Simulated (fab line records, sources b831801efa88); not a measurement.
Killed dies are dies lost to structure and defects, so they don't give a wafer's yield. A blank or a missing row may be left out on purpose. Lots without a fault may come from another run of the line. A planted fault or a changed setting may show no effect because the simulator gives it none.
A struck lot beside a sound one | flow sky130 | 18 steps out of a route of 708
Sound: wafers L443.1, L443.3, L443.4. Struck: wafers L449.1, L449.4, L449.6. The cause comes at the end.
At each step with rows: each side's tool, then ch and its chambers, then its first start. Under that, the readings that differ: sound wafers | struck wafers | difference of the means | sigmas: that difference in standard deviations of wafers without a fault.
alike: readings whose means differ by less than 2 such deviations, and words and numbers that are the same on both sides. not compared: withheld readings, readings that some wafer has no value for, bounds like >300 that may hide the same value, and numbers for which the record gives no deviation and whose values overlap.
The two part at a step that has a row with sigmas, a row that says differs or no value, or rows on one side only. Numbers that don't overlap but have no deviation are shown without sigmas and don't part them. A reading that every wafer of one side lacks parts them only if that side has two wafers or more.

first, 3 steps without rows for these wafers: SKY_VT_ADJUST_HVTP_EXPOSE_04 (exposes mask HVTPM, target cd 380 nm); SKY_VT_ADJUST_HVTP_PEB_05; SKY_VT_ADJUST_HVTP_DEVELOP_06 (develop time 60 s).
SKY_VT_ADJUST_HVTP_CD_MEAS_07: target cd 380 nm.
  sound on cd_sem-02, day 8 04:16; struck on cd_sem-02, day 9 16:10
  alike: cd_nm
SKY_VT_ADJUST_HVTP_OVL_MEAS_08:
  sound on overlay-01, day 8 04:23; struck on overlay-02, day 9 16:17
  reading                 | sound       | struck         | difference | sigmas
  VT_ADJUST_HVTP_OVL (nm) | 0.2 0.2 1.3 | -2.4 -2.8 -3.3 | -3.4       | -2
then, 1 step without rows for these wafers: SKY_VT_ADJUST_HVTP_IMPLANT_09.
SKY_VT_ADJUST_HVTP_STRIP_10: strips in O2/N2.
  sound on plasma_asher-03 ch 0,1, day 8 04:34; struck on plasma_asher-02 ch 1, day 9 16:28
  reading                     | sound       | struck      | difference | sigmas
  drypump_motor_current_A (A) | 6.4 6.3 5.9 | 5.0 5.0 5.0 | -1.2       | -3
  alike: oes_product_au, strip_time_to_endpoint_s
  not compared: rf_hours_counter_h
SKY_VT_ADJUST_HVTP_TW_MEAS_11:
  sound on film_metro-03, day 8 04:40; struck on film_metro-01, day 9 16:34
  reading           | sound          | struck         | difference | sigmas
  VT_ADJUST_HVTP_TW | 1360 1362 1365 | 1339 1349 1342 | -19        | -2
then, 4 steps without rows for these wafers: SKY_VT_ADJUST_LVTN_DEHYDRATE_00 (time 60 s); SKY_VT_ADJUST_LVTN_HMDS_01 (prime time 60 s); SKY_VT_ADJUST_LVTN_COAT_02 (resist thk 3000 nm); SKY_VT_ADJUST_LVTN_SOFTBAKE_03.
SKY_VT_ADJUST_LVTN_EXPOSE_04: exposes mask NWM COMPLEMENT LESS NATIVE, target cd 840 nm.
  sound on iline_stepper-01 ch 0, day 8 14:43; struck on iline_stepper-02 ch 0, day 10 03:19
  reading                                | sound                   | struck            | difference | sigmas
  model.VT_ADJUST_LVTN.overlay_x_nm (nm) | -0.5145 -0.5145 -0.5145 | 183.8 183.8 183.8 | +184.3     |
  alike: mask, stage_vel_mm_s
then, 2 steps without rows for these wafers: SKY_VT_ADJUST_LVTN_PEB_05; SKY_VT_ADJUST_LVTN_DEVELOP_06 (develop time 60 s).
SKY_VT_ADJUST_LVTN_OVL_MEAS_07:
  sound on overlay-01, day 9 00:34; struck on overlay-02, day 10 14:34
  reading                 | sound       | struck            | difference | sigmas
  VT_ADJUST_LVTN_OVL (nm) | 1.4 1.5 2.5 | 184.6 184.4 184.0 | +182.5     | +99 or more
then, 1 step without rows for these wafers: SKY_VT_ADJUST_LVTN_IMPLANT_08.
SKY_PAD_OPEN_PROBE_99:
  the record has rows for the sound wafers here (prober-01, day 47 18:35) and none for the struck ones

WHERE THEY PART
First at SKY_VT_ADJUST_HVTP_OVL_MEAS_08; last, within this record, at SKY_PAD_OPEN_PROBE_99.

WHY: what the simulator had put in
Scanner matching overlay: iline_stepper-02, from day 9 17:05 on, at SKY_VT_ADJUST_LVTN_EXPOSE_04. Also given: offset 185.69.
